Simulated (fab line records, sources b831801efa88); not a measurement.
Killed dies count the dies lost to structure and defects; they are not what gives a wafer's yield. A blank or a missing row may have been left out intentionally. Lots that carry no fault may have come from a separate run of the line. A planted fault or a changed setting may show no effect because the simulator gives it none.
fab line records / flow sky130
record: lots: 6 wafers: 18 last-day: 50
route steps=708 shown LDD_N@249 LDD_P@255 LDD_HVN@267 PAD_OPEN@708
lots that met no fault: taken from a fault-free run of the same line
start-h: start of the lot's first displayed wafer, in hours after the record's first day / wait-h: hours elapsed since this lot's preceding step / " same as the row above / L1.1+2: one row covering several wafers at once / - either no value or no given start / * or withheld: withheld / < > ~ a bound
route shown NAME@n: NAME is a module with steps in the file, n the number in the route of the first one / usual: average and standard deviation across the fault-free wafers / same: alike in all rows / chamber/n: place in a boat / sites: per-site readings / _std_site: the standard deviation of these / _edge_site: inner sites' mean taken away from outer sites' mean / radius-mm: for every site, how far away it sits from the centre of the wafer / mask NAME#n: copy n / behind: the most recent tool/chamber to have shaped the wafer / hold: what put the lot on hold/how long, in hours/how the hold closed / device: which transistor (n, p or np) failed to switch / end of line: tests run on the same wafers once the route is complete / a step without rows: its recipe alone / killed: not the wafer's yield, but the dies lost to structure and defects at the first sort / map: a wafer's dies, marking killed ones x, the rest . and places with no die _
set.NAME: setting as actually run; set.NAME@STEP: the setting as run at that earlier step / model.NAME: the simulator's own value behind a step, which no gauge read
certain route steps with their lots: each step a table, each wafer a row
services: the hour from which a tool's chamber was out of use, counted from the record's first day as start-h (under 0 if before that day), plus the number of hours and why
== steps ==
step: SKY_LDD_N_IMPLANT_12
recipe: species: BF2 energy-kev: 50 dose-cm2: 5e+12 tilt-deg: 30 rotation-deg: 0
step: SKY_LDD_N_IMPLANT_13
recipe: species: BF2 energy-kev: 50 dose-cm2: 5e+12 tilt-deg: 30 rotation-deg: 90
step: SKY_LDD_N_IMPLANT_14
recipe: species: BF2 energy-kev: 50 dose-cm2: 5e+12 tilt-deg: 30 rotation-deg: 180
step: SKY_LDD_N_IMPLANT_15
recipe: species: BF2 energy-kev: 50 dose-cm2: 5e+12 tilt-deg: 30 rotation-deg: 270
step: SKY_LDD_N_STRIP_16
recipe: chemistry: O2/N2 power-w: 1400 pressure-mtorr: 1500 platen-temp-c: withheld o2-flow-sccm: 3000 n2-flow-sccm: 300 overash-fraction: 0.5
usual: drypump-motor-current-A: 5.4/0.36 oes-product-au: 0.406/0.0046 strip-time-to-endpoint-s: 4.314/0.016
same: overash-fraction: 0.5
lot.wafer=L608.1 tool=plasma-asher-01 chamber=1 start-h=470.58 wait-h=0.1 drypump-motor-current-A=5.3 oes-product-au=0.410 rf-hours-counter-h=76 strip-time-to-endpoint-s=4.308
lot.wafer=L608.4 tool=plasma-asher-01 chamber=0 start-h=470.58 wait-h=0.1 drypump-motor-current-A=5.4 oes-product-au=0.409 rf-hours-counter-h=- strip-time-to-endpoint-s=4.329
lot.wafer=L608.6 tool=plasma-asher-01 chamber=0 start-h=470.58 wait-h=0.1 drypump-motor-current-A=5.4 oes-product-au=0.407 rf-hours-counter-h=- strip-time-to-endpoint-s=4.318
lot.wafer=L612.3 tool=plasma-asher-04 chamber=0 start-h=500.21 wait-h=0.1 drypump-motor-current-A=5.5 oes-product-au=0.412 rf-hours-counter-h=- strip-time-to-endpoint-s=4.307
lot.wafer=L612.5 tool=plasma-asher-04 chamber=1 start-h=500.21 wait-h=0.1 drypump-motor-current-A=4.9 oes-product-au=0.399 rf-hours-counter-h=- strip-time-to-endpoint-s=4.300
lot.wafer=L612.6 tool=plasma-asher-04 chamber=0 start-h=500.21 wait-h=0.1 drypump-motor-current-A=5.5 oes-product-au=0.417 rf-hours-counter-h=- strip-time-to-endpoint-s=4.343
lot.wafer=L617.2 tool=plasma-asher-03 chamber=1 start-h=539.48 wait-h=0.1 drypump-motor-current-A=6.2 oes-product-au=0.406 rf-hours-counter-h=72 strip-time-to-endpoint-s=4.311
lot.wafer=L617.4 tool=plasma-asher-03 chamber=0 start-h=539.48 wait-h=0.1 drypump-motor-current-A=5.3 oes-product-au=0.406 rf-hours-counter-h=- strip-time-to-endpoint-s=4.299
lot.wafer=L617.6 tool=plasma-asher-03 chamber=1 start-h=539.48 wait-h=0.1 drypump-motor-current-A=6.2 oes-product-au=0.403 rf-hours-counter-h=- strip-time-to-endpoint-s=4.318
lot.wafer=L621.1 tool=plasma-asher-01 chamber=0 start-h=572.81 wait-h=0.1 drypump-motor-current-A=5.5 oes-product-au=0.407 rf-hours-counter-h=87 strip-time-to-endpoint-s=4.333
lot.wafer=L621.2 tool=plasma-asher-01 chamber=1 start-h=572.81 wait-h=0.1 drypump-motor-current-A=5.3 oes-product-au=0.400 rf-hours-counter-h=87 strip-time-to-endpoint-s=4.319
lot.wafer=L621.3 tool=plasma-asher-01 chamber=1 start-h=572.81 wait-h=0.1 drypump-motor-current-A=5.3 oes-product-au=0.406 rf-hours-counter-h=- strip-time-to-endpoint-s=4.338
lot.wafer=L623.2 tool=plasma-asher-04 chamber=0 start-h=589.93 wait-h=0.1 drypump-motor-current-A=5.5 oes-product-au=0.405 rf-hours-counter-h=49 strip-time-to-endpoint-s=4.321
lot.wafer=L623.3 tool=plasma-asher-04 chamber=1 start-h=589.93 wait-h=0.1 drypump-motor-current-A=4.9 oes-product-au=0.409 rf-hours-counter-h=- strip-time-to-endpoint-s=4.307
lot.wafer=L623.4 tool=plasma-asher-04 chamber=0 start-h=589.93 wait-h=0.1 drypump-motor-current-A=5.5 oes-product-au=0.399 rf-hours-counter-h=- strip-time-to-endpoint-s=4.310
lot.wafer=L625.1 tool=plasma-asher-01 chamber=0 start-h=602.43 wait-h=0.1 drypump-motor-current-A=5.4 oes-product-au=0.405 rf-hours-counter-h=90 strip-time-to-endpoint-s=4.292
lot.wafer=L625.2 tool=plasma-asher-01 chamber=1 start-h=602.43 wait-h=0.1 drypump-motor-current-A=5.3 oes-product-au=0.412 rf-hours-counter-h=90 strip-time-to-endpoint-s=4.304
lot.wafer=L625.4 tool=plasma-asher-01 chamber=0 start-h=602.43 wait-h=0.1 drypump-motor-current-A=5.4 oes-product-au=0.410 rf-hours-counter-h=- strip-time-to-endpoint-s=4.314
step: SKY_LDD_N_TW_MEAS_17
usual: LDD_N_TW: 2585/44
lot.wafer=L608.1 tool=film-metro-04 chamber=- start-h=470.68 wait-h=0.1 LDD_N_TW=2660
lot.wafer=L608.4 tool=film-metro-04 chamber=- start-h=470.68 wait-h=0.1 LDD_N_TW=2662
lot.wafer=L608.6 tool=film-metro-04 chamber=- start-h=470.68 wait-h=0.1 LDD_N_TW=2651
lot.wafer=L612.3 tool=film-metro-01 chamber=- start-h=500.30 wait-h=0.1 LDD_N_TW=2553
lot.wafer=L612.5 tool=film-metro-01 chamber=- start-h=500.30 wait-h=0.1 LDD_N_TW=2552
lot.wafer=L612.6 tool=film-metro-01 chamber=- start-h=500.30 wait-h=0.1 LDD_N_TW=2569
lot.wafer=L617.2 tool=film-metro-02 chamber=- start-h=539.59 wait-h=0.1 LDD_N_TW=2567
lot.wafer=L617.4 tool=film-metro-02 chamber=- start-h=539.59 wait-h=0.1 LDD_N_TW=2538
lot.wafer=L617.6 tool=film-metro-02 chamber=- start-h=539.59 wait-h=0.1 LDD_N_TW=2542
lot.wafer=L621.1 tool=film-metro-01 chamber=- start-h=572.91 wait-h=0.1 LDD_N_TW=2561
lot.wafer=L621.2 tool=film-metro-01 chamber=- start-h=572.91 wait-h=0.1 LDD_N_TW=2550
lot.wafer=L621.3 tool=film-metro-01 chamber=- start-h=572.91 wait-h=0.1 LDD_N_TW=2565
lot.wafer=L623.2 tool=film-metro-02 chamber=- start-h=590.04 wait-h=0.1 LDD_N_TW=2554
lot.wafer=L623.3 tool=film-metro-02 chamber=- start-h=590.04 wait-h=0.1 LDD_N_TW=2555
lot.wafer=L623.4 tool=film-metro-02 chamber=- start-h=590.04 wait-h=0.1 LDD_N_TW=2529
lot.wafer=L625.1 tool=film-metro-02 chamber=- start-h=602.53 wait-h=0.1 LDD_N_TW=2542
lot.wafer=L625.2 tool=film-metro-02 chamber=- start-h=602.53 wait-h=0.1 LDD_N_TW=2544
lot.wafer=L625.4 tool=film-metro-02 chamber=- start-h=602.53 wait-h=0.1 LDD_N_TW=2541
step: SKY_LDD_P_DEHYDRATE_00
recipe: temp-c: 200 time-s: 60
step: SKY_LDD_P_HMDS_01
recipe: prime-time-s: 60 prime-temp-c: 120
step: SKY_LDD_P_COAT_02
recipe: resist: NOVOLAK spin-rpm: 3000 resist-thk-nm: 1140
step: SKY_LDD_P_SOFTBAKE_03
recipe: temp-c: 90 time-s: 60 resist: NOVOLAK
step: SKY_LDD_P_EXPOSE_04
recipe: mask-id: PSDM na: 0.6 source-shape: conventional sigma-outer: 0.6 polarization: unpolarized target-cd-nm: 380 dose-mj: 138
step: SKY_LDD_P_PEB_05
recipe: temp-c: withheld time-s: * resist: NOVOLAK
step: SKY_LDD_P_DEVELOP_06
recipe: resist: NOVOLAK developer: TMAH develop-time-s: 60 dev-temp-c: 23
usual: chill-plate-temp-C: 22.99/0.11
lot.wafer=L608.1 tool=litho-track-02 chamber=0 start-h=501.29 wait-h=0.1 chill-plate-temp-C=22.69
lot.wafer=L608.4 tool=litho-track-02 chamber=0 start-h=501.29 wait-h=0.1 chill-plate-temp-C=22.74
lot.wafer=L608.6 tool=litho-track-02 chamber=0 start-h=501.29 wait-h=0.1 chill-plate-temp-C=22.78
lot.wafer=L612.3 tool=litho-track-04 chamber=0 start-h=529.99 wait-h=0.1 chill-plate-temp-C=23.02
lot.wafer=L612.5 tool=litho-track-04 chamber=0 start-h=529.99 wait-h=0.1 chill-plate-temp-C=23.05
lot.wafer=L612.6 tool=litho-track-04 chamber=0 start-h=529.99 wait-h=0.1 chill-plate-temp-C=23.10
lot.wafer=L617.2 tool=litho-track-04 chamber=0 start-h=569.22 wait-h=0.1 chill-plate-temp-C=22.99
lot.wafer=L617.4 tool=litho-track-04 chamber=0 start-h=569.22 wait-h=0.1 chill-plate-temp-C=23.05
lot.wafer=L617.6 tool=litho-track-04 chamber=0 start-h=569.22 wait-h=0.1 chill-plate-temp-C=23.02
lot.wafer=L621.1 tool=litho-track-02 chamber=0 start-h=601.34 wait-h=0.1 chill-plate-temp-C=23.14
lot.wafer=L621.2 tool=litho-track-02 chamber=0 start-h=601.34 wait-h=0.1 chill-plate-temp-C=23.20
lot.wafer=L621.3 tool=litho-track-02 chamber=0 start-h=601.34 wait-h=0.1 chill-plate-temp-C=23.13
lot.wafer=L623.2 tool=litho-track-02 chamber=0 start-h=619.07 wait-h=0.1 chill-plate-temp-C=23.03
lot.wafer=L623.3 tool=litho-track-02 chamber=0 start-h=619.07 wait-h=0.1 chill-plate-temp-C=23.13
lot.wafer=L623.4 tool=litho-track-02 chamber=0 start-h=619.07 wait-h=0.1 chill-plate-temp-C=22.99
lot.wafer=L625.1 tool=litho-track-03 chamber=0 start-h=631.21 wait-h=0.1 chill-plate-temp-C=23.09
lot.wafer=L625.2 tool=litho-track-03 chamber=0 start-h=631.21 wait-h=0.1 chill-plate-temp-C=23.02
lot.wafer=L625.4 tool=litho-track-03 chamber=0 start-h=631.21 wait-h=0.1 chill-plate-temp-C=22.87
step: SKY_LDD_P_OVL_MEAS_08
usual: LDD_P_OVL: -1.4/1.6
lot.wafer=L608.1 tool=overlay-01 chamber=- start-h=501.56 wait-h=0.1 LDD_P_OVL[nm]=-1.2
lot.wafer=L608.4 tool=overlay-01 chamber=- start-h=501.56 wait-h=0.1 LDD_P_OVL[nm]=-4.5
lot.wafer=L608.6 tool=overlay-01 chamber=- start-h=501.56 wait-h=0.1 LDD_P_OVL[nm]=-2.0
lot.wafer=L612.3 tool=overlay-01 chamber=- start-h=530.22 wait-h=0.1 LDD_P_OVL[nm]=-0.7
lot.wafer=L612.5 tool=overlay-01 chamber=- start-h=530.22 wait-h=0.1 LDD_P_OVL[nm]=-1.4
lot.wafer=L612.6 tool=overlay-01 chamber=- start-h=530.22 wait-h=0.1 LDD_P_OVL[nm]=-1.2
lot.wafer=L617.2 tool=overlay-02 chamber=- start-h=569.47 wait-h=0.1 LDD_P_OVL[nm]=-1.8
lot.wafer=L617.4 tool=overlay-02 chamber=- start-h=569.47 wait-h=0.1 LDD_P_OVL[nm]=-3.5
lot.wafer=L617.6 tool=overlay-02 chamber=- start-h=569.47 wait-h=0.1 LDD_P_OVL[nm]=-3.1
lot.wafer=L621.1 tool=overlay-02 chamber=- start-h=601.61 wait-h=0.1 LDD_P_OVL[nm]=-1.7
lot.wafer=L621.2 tool=overlay-02 chamber=- start-h=601.61 wait-h=0.1 LDD_P_OVL[nm]=0.1
lot.wafer=L621.3 tool=overlay-02 chamber=- start-h=601.61 wait-h=0.1 LDD_P_OVL[nm]=-2.9
lot.wafer=L623.2 tool=overlay-01 chamber=- start-h=619.32 wait-h=0.1 LDD_P_OVL[nm]=0.3
lot.wafer=L623.3 tool=overlay-01 chamber=- start-h=619.32 wait-h=0.1 LDD_P_OVL[nm]=2.3
lot.wafer=L623.4 tool=overlay-01 chamber=- start-h=619.32 wait-h=0.1 LDD_P_OVL[nm]=0.0
lot.wafer=L625.1 tool=overlay-02 chamber=- start-h=631.48 wait-h=0.1 LDD_P_OVL[nm]=-0.9
lot.wafer=L625.2 tool=overlay-02 chamber=- start-h=631.48 wait-h=0.1 LDD_P_OVL[nm]=-1.6
lot.wafer=L625.4 tool=overlay-02 chamber=- start-h=631.48 wait-h=0.1 LDD_P_OVL[nm]=-0.9
step: SKY_LDD_P_IMPLANT_09
recipe: species: BF2 energy-kev: 25 dose-cm2: 1e+13 tilt-deg: withheld
step: SKY_LDD_P_STRIP_10
recipe: chemistry: O2/N2 power-w: 1400 pressure-mtorr: 1500 platen-temp-c: withheld o2-flow-sccm: 3000 n2-flow-sccm: 300 overash-fraction: 0.5
usual: drypump-motor-current-A: 5.3/0.31 oes-product-au: 0.716/0.0044 strip-time-to-endpoint-s: 14.17/0.035
same: overash-fraction: 0.5
lot.wafer=L608.1 tool=plasma-asher-04 chamber=0 start-h=501.75 wait-h=0.1 drypump-motor-current-A=5.5 oes-product-au=0.711 rf-hours-counter-h=39 strip-time-to-endpoint-s=14.13
lot.wafer=L608.4 tool=plasma-asher-04 chamber=1 start-h=501.75 wait-h=0.1 drypump-motor-current-A=4.9 oes-product-au=0.715 rf-hours-counter-h=- strip-time-to-endpoint-s=14.17
lot.wafer=L608.6 tool=plasma-asher-04 chamber=0 start-h=501.75 wait-h=0.1 drypump-motor-current-A=5.5 oes-product-au=0.718 rf-hours-counter-h=- strip-time-to-endpoint-s=14.07
lot.wafer=L612.3 tool=plasma-asher-04 chamber=1 start-h=530.43 wait-h=0.1 drypump-motor-current-A=4.9 oes-product-au=0.709 rf-hours-counter-h=- strip-time-to-endpoint-s=14.16
lot.wafer=L612.5 tool=plasma-asher-04 chamber=0 start-h=530.43 wait-h=0.1 drypump-motor-current-A=5.5 oes-product-au=0.713 rf-hours-counter-h=- strip-time-to-endpoint-s=14.17
lot.wafer=L612.6 tool=plasma-asher-04 chamber=1 start-h=530.43 wait-h=0.1 drypump-motor-current-A=4.9 oes-product-au=0.716 rf-hours-counter-h=- strip-time-to-endpoint-s=14.13
lot.wafer=L617.2 tool=plasma-asher-04 chamber=0 start-h=569.65 wait-h=0.1 drypump-motor-current-A=5.5 oes-product-au=0.722 rf-hours-counter-h=46 strip-time-to-endpoint-s=14.22
lot.wafer=L617.4 tool=plasma-asher-04 chamber=0 start-h=569.65 wait-h=0.1 drypump-motor-current-A=5.5 oes-product-au=0.715 rf-hours-counter-h=- strip-time-to-endpoint-s=14.18
lot.wafer=L617.6 tool=plasma-asher-04 chamber=0 start-h=569.65 wait-h=0.1 drypump-motor-current-A=5.5 oes-product-au=0.713 rf-hours-counter-h=- strip-time-to-endpoint-s=14.22
lot.wafer=L621.1 tool=plasma-asher-01 chamber=0 start-h=601.80 wait-h=0.1 drypump-motor-current-A=5.4 oes-product-au=0.712 rf-hours-counter-h=90 strip-time-to-endpoint-s=14.13
lot.wafer=L621.2 tool=plasma-asher-01 chamber=1 start-h=601.80 wait-h=0.1 drypump-motor-current-A=5.3 oes-product-au=0.715 rf-hours-counter-h=90 strip-time-to-endpoint-s=14.17
lot.wafer=L621.3 tool=plasma-asher-01 chamber=1 start-h=601.80 wait-h=0.1 drypump-motor-current-A=5.3 oes-product-au=0.716 rf-hours-counter-h=- strip-time-to-endpoint-s=14.17
lot.wafer=L623.2 tool=plasma-asher-02 chamber=1 start-h=619.50 wait-h=0.1 drypump-motor-current-A=5.9 oes-product-au=0.722 rf-hours-counter-h=20 strip-time-to-endpoint-s=14.15
lot.wafer=L623.3 tool=plasma-asher-02 chamber=1 start-h=619.50 wait-h=0.1 drypump-motor-current-A=5.9 oes-product-au=0.718 rf-hours-counter-h=- strip-time-to-endpoint-s=14.18
lot.wafer=L623.4 tool=plasma-asher-02 chamber=0 start-h=619.50 wait-h=0.1 drypump-motor-current-A=5.2 oes-product-au=0.724 rf-hours-counter-h=- strip-time-to-endpoint-s=14.20
lot.wafer=L625.1 tool=plasma-asher-01 chamber=1 start-h=631.67 wait-h=0.1 drypump-motor-current-A=5.3 oes-product-au=0.715 rf-hours-counter-h=93 strip-time-to-endpoint-s=14.18
lot.wafer=L625.2 tool=plasma-asher-01 chamber=0 start-h=631.67 wait-h=0.1 drypump-motor-current-A=5.4 oes-product-au=0.715 rf-hours-counter-h=93 strip-time-to-endpoint-s=14.11
lot.wafer=L625.4 tool=plasma-asher-01 chamber=1 start-h=631.67 wait-h=0.1 drypump-motor-current-A=5.3 oes-product-au=0.720 rf-hours-counter-h=- strip-time-to-endpoint-s=14.12
step: SKY_LDD_P_TW_MEAS_11
usual: LDD_P_TW: 632/9.9
lot.wafer=L608.1 tool=film-metro-03 chamber=- start-h=501.85 wait-h=0.1 LDD_P_TW=630
lot.wafer=L608.4 tool=film-metro-03 chamber=- start-h=501.85 wait-h=0.1 LDD_P_TW=631
lot.wafer=L608.6 tool=film-metro-03 chamber=- start-h=501.85 wait-h=0.1 LDD_P_TW=628
lot.wafer=L612.3 tool=film-metro-03 chamber=- start-h=530.52 wait-h=0.1 LDD_P_TW=627
lot.wafer=L612.5 tool=film-metro-03 chamber=- start-h=530.52 wait-h=0.1 LDD_P_TW=627
lot.wafer=L612.6 tool=film-metro-03 chamber=- start-h=530.52 wait-h=0.1 LDD_P_TW=625
lot.wafer=L617.2 tool=film-metro-03 chamber=- start-h=569.76 wait-h=0.1 LDD_P_TW=629
lot.wafer=L617.4 tool=film-metro-03 chamber=- start-h=569.76 wait-h=0.1 LDD_P_TW=629
lot.wafer=L617.6 tool=film-metro-03 chamber=- start-h=569.76 wait-h=0.1 LDD_P_TW=629
lot.wafer=L621.1 tool=film-metro-01 chamber=- start-h=601.90 wait-h=0.1 LDD_P_TW=29
lot.wafer=L621.2 tool=film-metro-01 chamber=- start-h=601.90 wait-h=0.1 LDD_P_TW=29
lot.wafer=L621.3 tool=film-metro-01 chamber=- start-h=601.90 wait-h=0.1 LDD_P_TW=29
lot.wafer=L623.2 tool=film-metro-01 chamber=- start-h=619.65 wait-h=0.1 LDD_P_TW=29
lot.wafer=L623.3 tool=film-metro-01 chamber=- start-h=619.65 wait-h=0.1 LDD_P_TW=30
lot.wafer=L623.4 tool=film-metro-01 chamber=- start-h=619.65 wait-h=0.1 LDD_P_TW=30
lot.wafer=L625.1 tool=film-metro-03 chamber=- start-h=631.77 wait-h=0.1 LDD_P_TW=629
lot.wafer=L625.2 tool=film-metro-03 chamber=- start-h=631.77 wait-h=0.1 LDD_P_TW=628
lot.wafer=L625.4 tool=film-metro-03 chamber=- start-h=631.77 wait-h=0.1 LDD_P_TW=627
step: SKY_LDD_HVN_DEHYDRATE_00
recipe: temp-c: 200 time-s: 60
step: SKY_PAD_OPEN_PROBE_99
usual: killed_at_M0_to_M3: 44/7.3 killed_at_M4_up: 3.4/1.8 killed-at-contacts: 24/5.8 killed-at-front-end: 15/4.9 killed-at-other: 0.4/0.63 killed-dies: 86/11 killed-on-rim: 17/3.8 killed-open: 47/8 killed-short: 39/6.5
same: gross-dies: 492 killed-at-back-side: 0
lot.wafer=L608.1 tool=prober-02 chamber=- start-h=1120.91 wait-h=0.1 killed_at_M0_to_M3=33 killed_at_M4_up=3 killed-at-contacts=25 killed-at-front-end=5 killed-at-other=0 killed-dies=66 killed-on-rim=9 killed-open=41 killed-short=24
lot.wafer=L608.4 tool=prober-02 chamber=- start-h=1121.06 wait-h=0.2 killed_at_M0_to_M3=50 killed_at_M4_up=6 killed-at-contacts=19 killed-at-front-end=15 killed-at-other=0 killed-dies=90 killed-on-rim=12 killed-open=55 killed-short=35
lot.wafer=L608.6 tool=prober-02 chamber=- start-h=1121.16 wait-h=0.2 killed_at_M0_to_M3=35 killed_at_M4_up=6 killed-at-contacts=26 killed-at-front-end=7 killed-at-other=0 killed-dies=74 killed-on-rim=17 killed-open=30 killed-short=44
lot.wafer=L612.3 tool=prober-01 chamber=- start-h=1142.19 wait-h=0.2 killed_at_M0_to_M3=35 killed_at_M4_up=8 killed-at-contacts=30 killed-at-front-end=26 killed-at-other=0 killed-dies=99 killed-on-rim=21 killed-open=52 killed-short=46
lot.wafer=L612.5 tool=prober-01 chamber=- start-h=1142.29 wait-h=0.2 killed_at_M0_to_M3=30 killed_at_M4_up=3 killed-at-contacts=19 killed-at-front-end=15 killed-at-other=0 killed-dies=67 killed-on-rim=14 killed-open=39 killed-short=28
lot.wafer=L612.6 tool=prober-01 chamber=- start-h=1142.34 wait-h=0.2 killed_at_M0_to_M3=35 killed_at_M4_up=3 killed-at-contacts=15 killed-at-front-end=16 killed-at-other=0 killed-dies=69 killed-on-rim=14 killed-open=32 killed-short=37
lot.wafer=L621.1 tool=prober-02 chamber=- start-h=1182.31 wait-h=0.1 killed_at_M0_to_M3=36 killed_at_M4_up=3 killed-at-contacts=16 killed-at-front-end=437 killed-at-other=0 killed-dies=492 killed-on-rim=96 killed-open=41 killed-short=37
lot.wafer=L621.2 tool=prober-02 chamber=- start-h=1182.36 wait-h=0.1 killed_at_M0_to_M3=43 killed_at_M4_up=5 killed-at-contacts=19 killed-at-front-end=424 killed-at-other=1 killed-dies=492 killed-on-rim=96 killed-open=49 killed-short=37
lot.wafer=L621.3 tool=prober-02 chamber=- start-h=1182.41 wait-h=0.2 killed_at_M0_to_M3=35 killed_at_M4_up=4 killed-at-contacts=13 killed-at-front-end=440 killed-at-other=0 killed-dies=492 killed-on-rim=96 killed-open=33 killed-short=35
killed by level:class
L608.1 VIA1:geometric-particle:open=12 LI_CONTACT:geometric-particle:open=10 VIA2:geometric-particle:open=7 CONTACT:geometric-particle:open=5 METAL2:geometric-particle:short=5 CONTACT:geometric-particle:short=4 LOCAL_INTERCONNECT:geometric-particle:short=3 POLY_GATE:geometric-particle:short=2
L608.4 VIA3:geometric-particle:open=9 VIA1:geometric-particle:open=8 VIA2:geometric-particle:open=8 CONTACT:geometric-particle:open=7 POLY_GATE:geometric-particle:open=5 LI_CONTACT:geometric-particle:open=5 METAL1:geometric-particle:open=5 VIA2:geometric-particle:short=4
L608.6 CONTACT:geometric-particle:open=8 METAL3:geometric-particle:short=6 CONTACT:geometric-particle:short=6 VIA2:geometric-particle:open=6 FIELD_ISO:geometric-particle:short=5 VIA1:geometric-particle:open=5 LOCAL_INTERCONNECT:geometric-particle:short=5 LI_CONTACT:geometric-particle:open=4
L612.3 CONTACT:geometric-particle:open=14 METAL2:geometric-particle:short=11 POLY_GATE:geometric-particle:open=8 VIA1:geometric-particle:open=8 FIELD_ISO:geometric-particle:short=6 POLY_GATE:geometric-particle:short=6 LI_CONTACT:geometric-particle:open=6 CONTACT:geometric-particle:short=6
L612.5 VIA3:geometric-particle:open=7 CONTACT:geometric-particle:open=6 FIELD_ISO:geometric-particle:open=5 POLY_GATE:geometric-particle:short=4 LI_CONTACT:geometric-particle:open=4 CONTACT:geometric-particle:short=4 VIA1:geometric-particle:open=4 METAL3:geometric-particle:short=4
L612.6 VIA1:geometric-particle:open=12 POLY_GATE:geometric-particle:short=7 VIA1:geometric-particle:short=5 CONTACT:geometric-particle:open=4 METAL1:geometric-particle:short=4 VIA2:geometric-particle:open=4 LOCAL_INTERCONNECT:geometric-particle:short=3 LI_CONTACT:geometric-particle:open=3
L621.1 LDD_P:area-develop=414 POLY_GATE:geometric-particle:short=9 VIA1:geometric-particle:open=8 CONTACT:geometric-particle:open=7 FIELD_ISO:geometric-particle:open=5 FIELD_ISO:geometric-particle:short=5 METAL1:geometric-particle:short=5 VIA3:geometric-particle:open=5
L621.2 LDD_P:area-develop=406 VIA1:geometric-particle:open=13 CONTACT:geometric-particle:open=10 POLY_GATE:geometric-particle:open=6 VIA1:geometric-particle:short=6 METAL1:geometric-particle:short=5 VIA2:geometric-particle:open=5 POLY_GATE:geometric-particle:short=4
L621.3 LDD_P:area-develop=424 METAL1:geometric-particle:short=8 VIA1:geometric-particle:short=6 CONTACT:geometric-particle:open=5 VIA2:geometric-particle:open=5 FIELD_ISO:geometric-particle:open=4 POLY_GATE:geometric-particle:open=4 VIA1:geometric-particle:open=4
map L621.1 (x killed, . not)
__________xxxxxxxxxx_________
________xxxxxxxxxxxxxx_______
______xxxxxxxxxxxxxxxxxx_____
_____xxxxxxxxxxxxxxxxxxxx____
____xxxxxxxxxxxxxxxxxxxxxx___
___xxxxxxxxxxxxxxxxxxxxxxxx__
__xxxxxxxxxxxxxxxxxxxxxxxxxx_
_xxxxxxxxxxxxxxxxxxxxxxxxxxxx
_xxxxxxxxxxxxxxxxxxxxxxxxxxxx
_xxxxxxxxxxxxxxxxxxxxxxxxxxxx
_xxxxxxxxxxxxxxxxxxxxxxxxxxxx
_xxxxxxxxxxxxxxxxxxxxxxxxxxxx
_xxxxxxxxxxxxxxxxxxxxxxxxxxxx
_xxxxxxxxxxxxxxxxxxxxxxxxxxxx
_xxxxxxxxxxxxxxxxxxxxxxxxxxxx
__xxxxxxxxxxxxxxxxxxxxxxxxxx_
___xxxxxxxxxxxxxxxxxxxxxxxx__
____xxxxxxxxxxxxxxxxxxxxxx___
_____xxxxxxxxxxxxxxxxxxxx____
______xxxxxxxxxxxxxxxxxx_____
________xxxxxxxxxxxxxx_______
__________xxxxxxxxxx_________
map L608.4 (x killed, . not)
__________.....xx..._________
________..........x..._______
______................x._____
_____x..x...........x....____
____...........x....x.....___
___...xx.x....x....x.x.....__
__....xxx......x...x.......x_
_.xxx.............x.....x.x..
_.....x...xxxx.......x...x...
_.x..xx...xx.........xxx.xx..
_.....x.....x.x.......x......
_....x....x............x..x..
_......xx...xx...x.x...xx....
_.x..x.......xx...x.x..x..x.x
_.....x...............x......
__........x.x.............x._
___.............xx...x.xx..__
____.......x...x.x........___
_____....................____
______.x.x........x...x._____
________..x....x..x..._______
__________....x....._________
== services ==
tool=plasma-asher-03 chamber=- start-h=479.17 hours=28.1 kind=pm
tool=plasma-asher-01 chamber=- start-h=523.51 hours=9.9 kind=repair
tool=plasma-asher-03 chamber=- start-h=566.59 hours=14.6 kind=pm
tool=plasma-asher-02 chamber=- start-h=572.55 hours=1.4 kind=repair
tool=litho-track-04 chamber=- start-h=575.78 hours=- kind=consumable-replace:filter
tool=plasma-asher-04 chamber=- start-h=618.87 hours=3.2 kind=repair
== key ==
first-sign: step: SKY_LDD_P_TW_MEAS_11 reading: LDD_P_TW direction: down sigmas: 61 usual: 632 struck: 29 through: control-loop
effect: step: SKY_PAD_OPEN_PROBE_99 reading: killed-at-front-end direction: up sigmas: 86 usual: 15 struck: 434
more-kills-born-at: SKY_LDD_P_DEVELOP_06@litho-track-02: 1244
met-at SKY_LDD_P_DEVELOP_06
struck-wafers L621.1,L621.2,L621.3,L623.2,L623.3,L623.4
rows-end L623.2,L623.3,L623.4
tester-left-out L621
loop-trim: step: SKY_LDD_P_EXPOSE_04 setting: dose lots: L623
onset-between 501.29 601.34
fault: kind: process-parameter-drift tool: litho-track-02 chamber: - onset-h: 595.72 steps: SKY_LDD_P_DEVELOP_06 channel: develop-time-s offset: * shape: step end-h: 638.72 acts-in: * stated: *
tester-left-out: of these lots the tester's yield and bins aren't shown, on N5 and GAA mostly nor the transistor test; their killed dies are dies lost to structure and defects alone, not to doping, threshold or leakage, so they don't give the yield
rows-end: these wafers met a further fault down the route, and their rows from its step on are left out
loop-trim: a control loop set the setting to another value than it would have without faults
